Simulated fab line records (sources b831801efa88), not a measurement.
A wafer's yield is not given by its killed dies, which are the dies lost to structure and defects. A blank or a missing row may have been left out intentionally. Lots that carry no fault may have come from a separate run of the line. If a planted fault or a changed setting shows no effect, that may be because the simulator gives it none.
Which tool did it? / flow gf180mcu / 72 wafers from 24 lots sampled at 6 of the route's 602 steps

== WHAT THE GAUGES READ, wafer by wafer ==
GF_V4_THK_MEAS_01.
lot=L074; measured=day 23 04:52; on=film_metro-04; V4_CVD_00_THK (nm)=589 599 594
lot=L075; measured=day 23 11:46; on=film_metro-02; V4_CVD_00_THK (nm)=587 589 585
lot=L076; measured=day 23 22:13; on=film_metro-01; V4_CVD_00_THK (nm)=586 586 593
lot=L077; measured=day 24 06:46; on=film_metro-04; V4_CVD_00_THK (nm)=598 583 583
lot=L078; measured=day 24 22:12; on=film_metro-04; V4_CVD_00_THK (nm)=597 600 606
lot=L079; measured=day 25 04:52; on=film_metro-04; V4_CVD_00_THK (nm)=593 614 601
lot=L080; measured=day 25 12:09; on=film_metro-04; V4_CVD_00_THK (nm)=595 603 603
lot=L081; measured=day 25 23:23; on=film_metro-01; V4_CVD_00_THK (nm)=596 592 592
lot=L082; measured=day 26 03:59; on=film_metro-02; V4_CVD_00_THK (nm)=606 597 612
lot=L083; measured=day 26 09:55; on=film_metro-02; V4_CVD_00_THK (nm)=590 594 595
lot=L084; measured=day 26 21:57; on=film_metro-01; V4_CVD_00_THK (nm)=594 588 594
lot=L085; measured=day 27 06:28; on=film_metro-02; V4_CVD_00_THK (nm)=607 601 604
lot=L086; measured=day 27 10:53; on=film_metro-01; V4_CVD_00_THK (nm)=607 598 599
lot=L087; measured=day 27 18:07; on=film_metro-04; V4_CVD_00_THK (nm)=595 602 594
lot=L088; measured=day 28 02:43; on=film_metro-02; V4_CVD_00_THK (nm)=595 601 608
lot=L090; measured=day 29 08:46; on=film_metro-04; V4_CVD_00_THK (nm)=617 602 609
lot=L089; measured=day 28 19:24; on=film_metro-04; V4_CVD_00_THK (nm)=603 598 586
lot=L091; measured=day 29 06:35; on=film_metro-01; V4_CVD_00_THK (nm)=601 616 614
lot=L092; measured=day 29 08:02; on=film_metro-01; V4_CVD_00_THK (nm)=610 605 606
lot=L093; measured=day 29 14:52; on=film_metro-04; V4_CVD_00_THK (nm)=612 604 601
lot=L094; measured=day 29 21:50; on=film_metro-04; V4_CVD_00_THK (nm)=597 608 603
lot=L095; measured=day 29 22:28; on=film_metro-02; V4_CVD_00_THK (nm)=603 600 597
lot=L096; measured=day 30 08:49; on=film_metro-04; V4_CVD_00_THK (nm)=597 609 598
lot=L097; measured=day 30 11:14; on=film_metro-01; V4_CVD_00_THK (nm)=600 596 596

GF_MIM_THK_MEAS_06.
lot=L074; measured=day 24 06:25; on=film_metro-02; MIM_CVD_05_THK (nm)=41.6 43.3 42.6
lot=L075; measured=day 24 12:12; on=film_metro-04; MIM_CVD_05_THK (nm)=42.3 41.1 42.9
lot=L076; measured=day 25 01:55; on=film_metro-02; MIM_CVD_05_THK (nm)=42.1 42.2 40.9
lot=L077; measured=day 25 07:42; on=film_metro-04; MIM_CVD_05_THK (nm)=41.6 41.6 42.3
lot=L078; measured=day 26 00:27; on=film_metro-04; MIM_CVD_05_THK (nm)=42.2 42.9 42.0
lot=L079; measured=day 26 04:21; on=film_metro-02; MIM_CVD_05_THK (nm)=41.9 40.8 41.3
lot=L080; measured=day 26 11:29; on=film_metro-03; MIM_CVD_05_THK (nm)=41.6 42.4 42.8
lot=L081; measured=day 26 23:02; on=film_metro-03; MIM_CVD_05_THK (nm)=42.3 42.0 43.4
lot=L082; measured=day 27 03:23; on=film_metro-04; MIM_CVD_05_THK (nm)=42.1 42.1 42.6
lot=L083; measured=day 27 08:16; on=film_metro-03; MIM_CVD_05_THK (nm)=41.5 42.1 41.7
lot=L084; measured=day 27 21:11; on=film_metro-04; MIM_CVD_05_THK (nm)=41.5 42.6 41.8
lot=L085; measured=day 28 05:24; on=film_metro-02; MIM_CVD_05_THK (nm)=41.5 42.1 42.4
lot=L086; measured=day 28 09:09; on=film_metro-02; MIM_CVD_05_THK (nm)=41.9 42.9 42.2
lot=L087; measured=day 28 15:50; on=film_metro-03; MIM_CVD_05_THK (nm)=41.8 42.9 42.5
lot=L088; measured=day 29 00:19; on=film_metro-02; MIM_CVD_05_THK (nm)=42.1 41.8 41.9
lot=L090; measured=day 30 05:53; on=film_metro-03; MIM_CVD_05_THK (nm)=42.0 42.3 42.3
lot=L089; measured=day 29 16:29; on=film_metro-03; MIM_CVD_05_THK (nm)=42.3 42.8 43.0
lot=L091; measured=day 30 03:38; on=film_metro-04; MIM_CVD_05_THK (nm)=41.8 42.0 42.4
lot=L092; measured=day 30 05:05; on=film_metro-03; MIM_CVD_05_THK (nm)=42.3 41.6 42.7
lot=L093; measured=day 30 12:20; on=film_metro-04; MIM_CVD_05_THK (nm)=41.3 42.2 42.0
lot=L094; measured=day 30 18:50; on=film_metro-03; MIM_CVD_05_THK (nm)=42.0 42.6 42.7
lot=L095; measured=day 30 19:44; on=film_metro-04; MIM_CVD_05_THK (nm)=41.7 41.4 42.0
lot=L096; measured=day 31 04:58; on=film_metro-02; MIM_CVD_05_THK (nm)=41.7 42.3 42.7
lot=L097; measured=day 31 07:08; on=film_metro-03; MIM_CVD_05_THK (nm)=42.2 42.1 42.5

GF_PASSIVATION_THK_MEAS_03.
lot=L074; measured=day 28 00:18; on=film_metro-04; PASSIVATION_CVD_02_THK (nm)=706 706 716
lot=L075; measured=day 28 03:17; on=film_metro-04; PASSIVATION_CVD_02_THK (nm)=698 713 708
lot=L076; measured=day 28 15:50; on=film_metro-04; PASSIVATION_CVD_02_THK (nm)=708 712 703
lot=L077; measured=day 28 23:19; on=film_metro-04; PASSIVATION_CVD_02_THK (nm)=688 692 696
lot=L078; measured=day 29 14:56; on=film_metro-01; PASSIVATION_CVD_02_THK (nm)=691 702 695
lot=L079; measured=day 29 17:04; on=film_metro-01; PASSIVATION_CVD_02_THK (nm)=700 692 701
lot=L080; measured=day 29 23:29; on=film_metro-01; PASSIVATION_CVD_02_THK (nm)=692 694 705
lot=L081; measured=day 30 07:56; on=film_metro-01; PASSIVATION_CVD_02_THK (nm)=683 696 706
lot=L082; measured=day 30 13:27; on=film_metro-01; PASSIVATION_CVD_02_THK (nm)=690 681 697
lot=L083; measured=day 30 18:20; on=film_metro-01; PASSIVATION_CVD_02_THK (nm)=682 701 689
lot=L084; measured=day 31 03:59; on=film_metro-01; PASSIVATION_CVD_02_THK (nm)=696 703 699
lot=L085; measured=day 31 12:16; on=film_metro-04; PASSIVATION_CVD_02_THK (nm)=699 711 703
lot=L086; measured=day 31 15:56; on=film_metro-02; PASSIVATION_CVD_02_THK (nm)=692 729 715
lot=L087; measured=day 31 21:53; on=film_metro-04; PASSIVATION_CVD_02_THK (nm)=686 705 702
lot=L088; measured=day 32 05:32; on=film_metro-02; PASSIVATION_CVD_02_THK (nm)=707 699 718
lot=L090; measured=day 33 08:32; on=film_metro-01; PASSIVATION_CVD_02_THK (nm)=688 704 687
lot=L089; measured=day 32 18:45; on=film_metro-04; PASSIVATION_CVD_02_THK (nm)=705 706 707
lot=L091; measured=day 33 05:20; on=film_metro-04; PASSIVATION_CVD_02_THK (nm)=687 701 705
lot=L092; measured=day 33 06:28; on=film_metro-04; PASSIVATION_CVD_02_THK (nm)=699 691 704
lot=L093; measured=day 33 11:13; on=film_metro-04; PASSIVATION_CVD_02_THK (nm)=693 699 701
lot=L094; measured=day 33 18:10; on=film_metro-04; PASSIVATION_CVD_02_THK (nm)=696 684 709
lot=L095; measured=day 33 18:53; on=film_metro-01; PASSIVATION_CVD_02_THK (nm)=698 707 707
lot=L096; measured=day 34 03:31; on=film_metro-02; PASSIVATION_CVD_02_THK (nm)=700 706 713
lot=L097; measured=day 34 05:37; on=film_metro-04; PASSIVATION_CVD_02_THK (nm)=693 709 713

== WHAT TOOL EACH LOT RAN ON (gives the tool, then ch and the chambers of the sampled wafers, and finally the start) ==
lot=L074; GF_M4_SPUTTER_01=pvd_sputter-04, day 22 05:10; GF_M4_METAL_ETCH_16=rie_metal-01 ch 0,1, day 23 04:08; GF_M4_STRIP_17=plasma_asher-03 ch 1, day 23 04:16
lot=L075; GF_M4_SPUTTER_01=pvd_sputter-01, day 22 12:01; GF_M4_METAL_ETCH_16=rie_metal-01 ch 0,1, day 23 11:01; GF_M4_STRIP_17=plasma_asher-03 ch 0, day 23 11:08
lot=L076; GF_M4_SPUTTER_01=pvd_sputter-03, day 22 22:04; GF_M4_METAL_ETCH_16=rie_metal-01 ch 0,1, day 23 21:27; GF_M4_STRIP_17=plasma_asher-02 ch 0,1, day 23 21:35
lot=L077; GF_M4_SPUTTER_01=pvd_sputter-01, day 23 07:26; GF_M4_METAL_ETCH_16=rie_metal-04 ch 0,1, day 24 06:02; GF_M4_STRIP_17=plasma_asher-03 ch 0,1, day 24 06:10
lot=L078; GF_M4_SPUTTER_01=pvd_sputter-01, day 23 23:11; GF_M4_METAL_ETCH_16=rie_metal-01 ch 0,1, day 24 21:28; GF_M4_STRIP_17=plasma_asher-02 ch 0,1, day 24 21:35
lot=L079; GF_M4_SPUTTER_01=pvd_sputter-03, day 24 06:25; GF_M4_METAL_ETCH_16=rie_metal-02 ch 0,1, day 25 04:06; GF_M4_STRIP_17=plasma_asher-03 ch 0,1, day 25 04:14
lot=L080; GF_M4_SPUTTER_01=pvd_sputter-03, day 24 14:04; GF_M4_METAL_ETCH_16=rie_metal-01 ch 0,1, day 25 11:24; GF_M4_STRIP_17=plasma_asher-03 ch 0,1, day 25 11:32
lot=L081; GF_M4_SPUTTER_01=pvd_sputter-04, day 25 01:41; GF_M4_METAL_ETCH_16=rie_metal-02 ch 0,1, day 25 22:34; GF_M4_STRIP_17=plasma_asher-01 ch 0,1, day 25 22:42
lot=L082; GF_M4_SPUTTER_01=pvd_sputter-04, day 25 05:35; GF_M4_METAL_ETCH_16=rie_metal-04 ch 0,1, day 26 03:15; GF_M4_STRIP_17=plasma_asher-01 ch 0,1, day 26 03:23
lot=L083; GF_M4_SPUTTER_01=pvd_sputter-03, day 25 11:55; GF_M4_METAL_ETCH_16=rie_metal-02 ch 0,1, day 26 09:09; GF_M4_STRIP_17=plasma_asher-03 ch 0,1, day 26 09:17
lot=L084; GF_M4_SPUTTER_01=pvd_sputter-01, day 25 23:56; GF_M4_METAL_ETCH_16=rie_metal-04 ch 0, day 26 21:07; GF_M4_STRIP_17=plasma_asher-01 ch 0,1, day 26 21:20
lot=L085; GF_M4_SPUTTER_01=pvd_sputter-01, day 26 08:31; GF_M4_METAL_ETCH_16=rie_metal-04 ch 0, day 27 05:38; GF_M4_STRIP_17=plasma_asher-03 ch 0,1, day 27 05:52
lot=L086; GF_M4_SPUTTER_01=pvd_sputter-04, day 26 13:26; GF_M4_METAL_ETCH_16=rie_metal-04 ch 0,1, day 27 10:09; GF_M4_STRIP_17=plasma_asher-03 ch 0,1, day 27 10:17
lot=L087; GF_M4_SPUTTER_01=pvd_sputter-04, day 26 21:10; GF_M4_METAL_ETCH_16=rie_metal-02 ch 0,1, day 27 17:23; GF_M4_STRIP_17=plasma_asher-02 ch 0,1, day 27 17:31
lot=L088; GF_M4_SPUTTER_01=pvd_sputter-03, day 27 06:07; GF_M4_METAL_ETCH_16=rie_metal-04 ch 0,1, day 28 01:51; GF_M4_STRIP_17=plasma_asher-02 ch 0,1, day 28 01:59
lot=L090; GF_M4_SPUTTER_01=pvd_sputter-04, day 27 21:49; GF_M4_METAL_ETCH_16=rie_metal-01 ch 0,1, day 29 08:00; GF_M4_STRIP_17=plasma_asher-02 ch 0,1, day 29 08:08
lot=L089; GF_M4_SPUTTER_01=pvd_sputter-01, day 27 23:04; GF_M4_METAL_ETCH_16=rie_metal-01 ch 0, day 28 18:39; GF_M4_STRIP_17=plasma_asher-03 ch 0, day 28 18:47
lot=L091; GF_M4_SPUTTER_01=pvd_sputter-03, day 28 10:23; GF_M4_METAL_ETCH_16=rie_metal-02 ch 0, day 29 05:44; GF_M4_STRIP_17=plasma_asher-01 ch 0, day 29 05:58
lot=L092; GF_M4_SPUTTER_01=pvd_sputter-03, day 28 12:05; GF_M4_METAL_ETCH_16=rie_metal-04 ch 0, day 29 07:18; GF_M4_STRIP_17=plasma_asher-03 ch 0,1, day 29 07:26
lot=L093; GF_M4_SPUTTER_01=pvd_sputter-03, day 28 18:55; GF_M4_METAL_ETCH_16=rie_metal-01 ch 0,1, day 29 14:06; GF_M4_STRIP_17=plasma_asher-03 ch 0,1, day 29 14:14
lot=L094; GF_M4_SPUTTER_01=pvd_sputter-01, day 29 01:58; GF_M4_METAL_ETCH_16=rie_metal-01 ch 0,1, day 29 21:06; GF_M4_STRIP_17=plasma_asher-02 ch 0,1, day 29 21:14
lot=L095; GF_M4_SPUTTER_01=pvd_sputter-04, day 29 02:15; GF_M4_METAL_ETCH_16=rie_metal-04 ch 0,1, day 29 21:44; GF_M4_STRIP_17=plasma_asher-03 ch 0,1, day 29 21:52
lot=L096; GF_M4_SPUTTER_01=pvd_sputter-01, day 29 13:50; GF_M4_METAL_ETCH_16=rie_metal-02 ch 0,1, day 30 08:05; GF_M4_STRIP_17=plasma_asher-01 ch 1, day 30 08:13
lot=L097; GF_M4_SPUTTER_01=pvd_sputter-03, day 29 15:57; GF_M4_METAL_ETCH_16=rie_metal-01 ch 0, day 30 10:30; GF_M4_STRIP_17=plasma_asher-02 ch 0,1, day 30 10:38
- GF_M4_SPUTTER_01: material TiN, target thk 30 nm, time 25 s.
- GF_M4_METAL_ETCH_16: etches the open film in Cl2/BCl3, stops on SiO2, target depth 750.8 nm, time 125.1 s.
- GF_M4_STRIP_17: strips in O2/N2.

== AS READ BY THE TOOLS THEMSELVES (means over the sampled wafers that have a number; for cases with no such wafer, the mark the record gives instead) ==
GF_M4_SPUTTER_01.
lot=L074; tool=pvd_sputter-04; throttle_valve_pct (%)=29.2
lot=L075; tool=pvd_sputter-01; throttle_valve_pct (%)=30.3
lot=L076; tool=pvd_sputter-03; throttle_valve_pct (%)=29.4
lot=L077; tool=pvd_sputter-01; throttle_valve_pct (%)=29.9
lot=L078; tool=pvd_sputter-01; throttle_valve_pct (%)=30.0
lot=L079; tool=pvd_sputter-03; throttle_valve_pct (%)=29.0
lot=L080; tool=pvd_sputter-03; throttle_valve_pct (%)=28.9
lot=L081; tool=pvd_sputter-04; throttle_valve_pct (%)=29.4
lot=L082; tool=pvd_sputter-04; throttle_valve_pct (%)=29.3
lot=L083; tool=pvd_sputter-03; throttle_valve_pct (%)=30.0
lot=L084; tool=pvd_sputter-01; throttle_valve_pct (%)=29.8
lot=L085; tool=pvd_sputter-01; throttle_valve_pct (%)=30.3
lot=L086; tool=pvd_sputter-04; throttle_valve_pct (%)=29.5
lot=L087; tool=pvd_sputter-04; throttle_valve_pct (%)=29.1
lot=L088; tool=pvd_sputter-03; throttle_valve_pct (%)=29.7
lot=L090; tool=pvd_sputter-04; throttle_valve_pct (%)=28.9
lot=L089; tool=pvd_sputter-01; throttle_valve_pct (%)=29.9
lot=L091; tool=pvd_sputter-03; throttle_valve_pct (%)=28.7
lot=L092; tool=pvd_sputter-03; throttle_valve_pct (%)=29.8
lot=L093; tool=pvd_sputter-03; throttle_valve_pct (%)=30.1
lot=L094; tool=pvd_sputter-01; throttle_valve_pct (%)=30.2
lot=L095; tool=pvd_sputter-04; throttle_valve_pct (%)=29.3
lot=L096; tool=pvd_sputter-01; throttle_valve_pct (%)=30.1
lot=L097; tool=pvd_sputter-03; throttle_valve_pct (%)=30.3

GF_M4_METAL_ETCH_16.
lot=L074; tool=rie_metal-01; drypump_motor_current_A (A)=5.6; oes_product_au (a.u.)=0.986; throttle_valve_pct (%)=28.237
lot=L075; tool=rie_metal-01; drypump_motor_current_A (A)=5.6; oes_product_au (a.u.)=0.983; throttle_valve_pct (%)=28.235
lot=L076; tool=rie_metal-01; drypump_motor_current_A (A)=5.9; oes_product_au (a.u.)=0.988; throttle_valve_pct (%)=28.231
lot=L077; tool=rie_metal-04; drypump_motor_current_A (A)=6.1; oes_product_au (a.u.)=0.987; throttle_valve_pct (%)=28.237
lot=L078; tool=rie_metal-01; drypump_motor_current_A (A)=5.6; oes_product_au (a.u.)=0.989; throttle_valve_pct (%)=28.231
lot=L079; tool=rie_metal-02; drypump_motor_current_A (A)=6.1; oes_product_au (a.u.)=0.975; throttle_valve_pct (%)=28.244
lot=L080; tool=rie_metal-01; drypump_motor_current_A (A)=5.9; oes_product_au (a.u.)=0.988; throttle_valve_pct (%)=28.233
lot=L081; tool=rie_metal-02; drypump_motor_current_A (A)=6.1; oes_product_au (a.u.)=0.982; throttle_valve_pct (%)=28.235
lot=L082; tool=rie_metal-04; drypump_motor_current_A (A)=5.8; oes_product_au (a.u.)=0.989; throttle_valve_pct (%)=28.229
lot=L083; tool=rie_metal-02; drypump_motor_current_A (A)=6.2; oes_product_au (a.u.)=0.985; throttle_valve_pct (%)=28.238
lot=L084; tool=rie_metal-04; drypump_motor_current_A (A)=5.4; oes_product_au (a.u.)=0.984; throttle_valve_pct (%)=28.238
lot=L085; tool=rie_metal-04; drypump_motor_current_A (A)=5.4; oes_product_au (a.u.)=0.980; throttle_valve_pct (%)=28.235
lot=L086; tool=rie_metal-04; drypump_motor_current_A (A)=5.8; oes_product_au (a.u.)=0.983; throttle_valve_pct (%)=28.236
lot=L087; tool=rie_metal-02; drypump_motor_current_A (A)=6.1; oes_product_au (a.u.)=0.974; throttle_valve_pct (%)=28.254
lot=L088; tool=rie_metal-04; drypump_motor_current_A (A)=6.1; oes_product_au (a.u.)=0.991; throttle_valve_pct (%)=28.228
lot=L090; tool=rie_metal-01; drypump_motor_current_A (A)=5.9; oes_product_au (a.u.)=0.988; throttle_valve_pct (%)=28.240
lot=L089; tool=rie_metal-01; drypump_motor_current_A (A)=6.1; oes_product_au (a.u.)=0.984; throttle_valve_pct (%)=28.245
lot=L091; tool=rie_metal-02; drypump_motor_current_A (A)=6.0; oes_product_au (a.u.)=0.979; throttle_valve_pct (%)=28.244
lot=L092; tool=rie_metal-04; drypump_motor_current_A (A)=5.5; oes_product_au (a.u.)=0.995; throttle_valve_pct (%)=28.237
lot=L093; tool=rie_metal-01; drypump_motor_current_A (A)=5.6; oes_product_au (a.u.)=0.986; throttle_valve_pct (%)=28.227
lot=L094; tool=rie_metal-01; drypump_motor_current_A (A)=5.9; oes_product_au (a.u.)=0.984; throttle_valve_pct (%)=28.229
lot=L095; tool=rie_metal-04; drypump_motor_current_A (A)=5.8; oes_product_au (a.u.)=0.994; throttle_valve_pct (%)=28.226
lot=L096; tool=rie_metal-02; drypump_motor_current_A (A)=6.2; oes_product_au (a.u.)=0.989; throttle_valve_pct (%)=28.224
lot=L097; tool=rie_metal-01; drypump_motor_current_A (A)=6.1; oes_product_au (a.u.)=0.980; throttle_valve_pct (%)=28.246

GF_M4_STRIP_17.
lot=L074; tool=plasma_asher-03; drypump_motor_current_A (A)=6.6; heater_power_w (W)=300; oes_product_au (a.u.)=0.541; strip_time_to_endpoint_s (s)=7.40
lot=L075; tool=plasma_asher-03; drypump_motor_current_A (A)=6.4; heater_power_w (W)=288; oes_product_au (a.u.)=0.531; strip_time_to_endpoint_s (s)=7.45
lot=L076; tool=plasma_asher-02; drypump_motor_current_A (A)=5.6; heater_power_w (W)=354; oes_product_au (a.u.)=0.542; strip_time_to_endpoint_s (s)=7.43
lot=L077; tool=plasma_asher-03; drypump_motor_current_A (A)=6.5; heater_power_w (W)=290; oes_product_au (a.u.)=0.534; strip_time_to_endpoint_s (s)=7.42
lot=L078; tool=plasma_asher-02; drypump_motor_current_A (A)=5.6; heater_power_w (W)=352; oes_product_au (a.u.)=0.537; strip_time_to_endpoint_s (s)=7.42
lot=L079; tool=plasma_asher-03; drypump_motor_current_A (A)=6.6; heater_power_w (W)=295; oes_product_au (a.u.)=0.547; strip_time_to_endpoint_s (s)=7.54
lot=L080; tool=plasma_asher-03; drypump_motor_current_A (A)=6.5; heater_power_w (W)=293; oes_product_au (a.u.)=0.538; strip_time_to_endpoint_s (s)=7.40
lot=L081; tool=plasma_asher-01; drypump_motor_current_A (A)=6.1; heater_power_w (W)=316; oes_product_au (a.u.)=0.538; strip_time_to_endpoint_s (s)=7.48
lot=L082; tool=plasma_asher-01; drypump_motor_current_A (A)=6.1; heater_power_w (W)=315; oes_product_au (a.u.)=0.542; strip_time_to_endpoint_s (s)=7.47
lot=L083; tool=plasma_asher-03; drypump_motor_current_A (A)=6.5; heater_power_w (W)=293; oes_product_au (a.u.)=0.542; strip_time_to_endpoint_s (s)=7.51
lot=L084; tool=plasma_asher-01; drypump_motor_current_A (A)=6.1; heater_power_w (W)=290; oes_product_au (a.u.)=0.540; strip_time_to_endpoint_s (s)=7.47
lot=L085; tool=plasma_asher-03; drypump_motor_current_A (A)=6.5; heater_power_w (W)=297; oes_product_au (a.u.)=0.534; strip_time_to_endpoint_s (s)=7.44
lot=L086; tool=plasma_asher-03; drypump_motor_current_A (A)=6.5; heater_power_w (W)=297; oes_product_au (a.u.)=0.545; strip_time_to_endpoint_s (s)=7.43
lot=L087; tool=plasma_asher-02; drypump_motor_current_A (A)=5.6; heater_power_w (W)=351; oes_product_au (a.u.)=0.542; strip_time_to_endpoint_s (s)=7.49
lot=L088; tool=plasma_asher-02; drypump_motor_current_A (A)=5.8; heater_power_w (W)=335; oes_product_au (a.u.)=0.541; strip_time_to_endpoint_s (s)=7.41
lot=L090; tool=plasma_asher-02; drypump_motor_current_A (A)=5.8; heater_power_w (W)=344; oes_product_au (a.u.)=0.543; strip_time_to_endpoint_s (s)=7.43
lot=L089; tool=plasma_asher-03; drypump_motor_current_A (A)=6.4; heater_power_w (W)=295; oes_product_au (a.u.)=0.542; strip_time_to_endpoint_s (s)=7.48
lot=L091; tool=plasma_asher-01; drypump_motor_current_A (A)=6.1; heater_power_w (W)=339; oes_product_au (a.u.)=0.543; strip_time_to_endpoint_s (s)=7.53
lot=L092; tool=plasma_asher-03; drypump_motor_current_A (A)=6.5; heater_power_w (W)=295; oes_product_au (a.u.)=0.536; strip_time_to_endpoint_s (s)=7.41
lot=L093; tool=plasma_asher-03; drypump_motor_current_A (A)=6.6; heater_power_w (W)=298; oes_product_au (a.u.)=0.538; strip_time_to_endpoint_s (s)=7.43
lot=L094; tool=plasma_asher-02; drypump_motor_current_A (A)=5.6; heater_power_w (W)=351; oes_product_au (a.u.)=0.541; strip_time_to_endpoint_s (s)=7.42
lot=L095; tool=plasma_asher-03; drypump_motor_current_A (A)=6.6; heater_power_w (W)=295; oes_product_au (a.u.)=0.541; strip_time_to_endpoint_s (s)=7.45
lot=L096; tool=plasma_asher-01; drypump_motor_current_A (A)=6.1; heater_power_w (W)=274; oes_product_au (a.u.)=0.539; strip_time_to_endpoint_s (s)=7.36
lot=L097; tool=plasma_asher-02; drypump_motor_current_A (A)=5.6; heater_power_w (W)=350; oes_product_au (a.u.)=0.541; strip_time_to_endpoint_s (s)=7.47

== THE ANSWER, worked out from the rows above alone ==
Rule: the lots themselves supply what counts as usual. Put in order of their means at a reading, lots are off if they are a third of the lots or fewer, leave a main group of 4 or more, and stand apart from it by a gap of 3 or more times the standard deviation of the main group's means; of several such gaps the widest counts. The tables above print the reading to a certain number of digits; a main group whose means all agree to those digits is not used. Also off: a lot with no number at a reading for which 4 or more lots have one. All remaining lots with rows at the step are treated as sound. The gauges are gone through in route order, then the tools' own readings, and for those a lot's mean is taken as printed above. The first step at which some lot is off is used, and at that step the reading that is off furthest; a lot without a number counts as furthest.
No lot is off at any reading shown: from this, nothing can be told.

== WHAT THE SIMULATOR HAD PUT IN ==
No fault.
